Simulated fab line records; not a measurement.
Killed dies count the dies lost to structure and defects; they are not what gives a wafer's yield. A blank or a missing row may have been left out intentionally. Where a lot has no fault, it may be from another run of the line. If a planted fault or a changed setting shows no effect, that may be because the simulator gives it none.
Code-filled problem report in 8D (eight disciplines) form | flow gf180mcu | the parts of the form that need people (team, actions taken, sign-off) are left out

== 1. PROBLEM STATEMENT ==
MVSD_TW at GF_MVSD_TW_MEAS_11 reads a mean of 1359 on 3 wafers of 1 lot; wafers without a fault read 1564 with a standard deviation of 13. Measured from the usual mean, that is -16 standard deviations.
The first sign was on wafer L197.2 at day 6 10:05, on film-metro-03. The record holds 39 wafers of 13 lots with a number at this step. Rule for "out" (also "out of limits"): further than 4 standard deviations from the usual mean. The rest of the wafers with a number are treated as sound.

== 2. WHAT IT IS; WHAT IT IS NOT ==
question                    | is                     | is not
which readings at this step | MVSD_TW                | -
which lots                  | L197                   | L189, L190, L191, L194, L196, L199, L200, L205, L209, L210, L211, L212
which wafers of those lots  | all that have a number | -
read on which gauges        | film-metro-03          | film-metro-01, film-metro-02
when                        | from day 6 10:05       | up to then (15 sound wafers); but 21 sound wafers of L199, L200, L205, L209, L210, L211, L212 came after

== 3. SUSPECTS, AND WHAT RULES EACH OUT ==
Counting: a tool stays on the suspect list if, at a process step up to the reading, it processed all lots that are out and no sound lot following the first of them.
- the gauge at GF_MVSD_TW_MEAS_11: ruled out. All the wafers that are out were read on film-metro-03, but those of them that GF_LVPWELL_STRIP_10 has rows for are out there too, on other tools.
- plasma-asher-03 at GF_LVPWELL_STRIP_10 (strips in O2/N2): ruled out as a lasting fault. Following L197 (day 5 19:04), the first lot on it that is out, the sound lots L209 were run on it.
- plasma-asher-02 at GF_MVSD_STRIP_10 (strips in O2/N2): ruled out as a lasting fault. Following L197 (day 6 09:58), the first lot on it that is out, the sound lots L209, L212 were run on it.
Left after counting: nothing in the record.

== 4. THE CAUSE (what the simulator had put in) ==
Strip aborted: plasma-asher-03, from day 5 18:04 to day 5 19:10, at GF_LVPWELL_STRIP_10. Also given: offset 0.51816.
It was ruled out by counting, in error; the rule expects a fault to strike all lots run on its tool from its start on, and this fault did not.

== 5. THE CHAIN OF EFFECTS, in route order ==
Rows list readings where the struck wafers' mean (over those with a number) sits beyond 3 standard deviations from the usual. Readings are gone through only where the record gives a usual standard deviation; hours: the median, over the lots, of the time from a lot's start at the first step in this table giving one to that lot's start at this step; sigmas: the change measured in usual standard deviations.
hours | step                | reading                  | usual      | on struck wafers | change | sigmas
0     | GF_LVPWELL_STRIP_10 | oes-product-au           | 0.722 a.u. | 0.958            | +0.236 | +49
15    | GF_MVSD_STRIP_10    | strip-time-to-endpoint-s | 36.99 s    | 47.21            | +10.22 | +99 or more
15    | GF_MVSD_TW_MEAS_11  | MVSD_TW                  | 1564       | 1359             | -205   | -16
Here are the process steps it includes:
- GF_LVPWELL_STRIP_10: strips in O2/N2.
- GF_MVSD_STRIP_10: strips in O2/N2.
Readings that are blank on the struck wafers while sound wafers have them: strip-time-to-endpoint-s at GF_LVPWELL_STRIP_10.
Later steps that measure or inspect, where all struck wafers having a row at the step show a number for every such reading and not one has moved that far: GF_VT_IMPLANT_OVL_MEAS_40.

== 6. HOW IT WOULD HAVE BEEN CAUGHT EARLIER ==
In this record the first reading out of limits at a measuring or inspecting step was taken at day 6 10:05, 16 hours after the fault began at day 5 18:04.
The tool's own readings at GF_LVPWELL_STRIP_10 were out on every struck wafer that the step has a row for (oes-product-au): an alarm limit on them would have fired on the first of those.
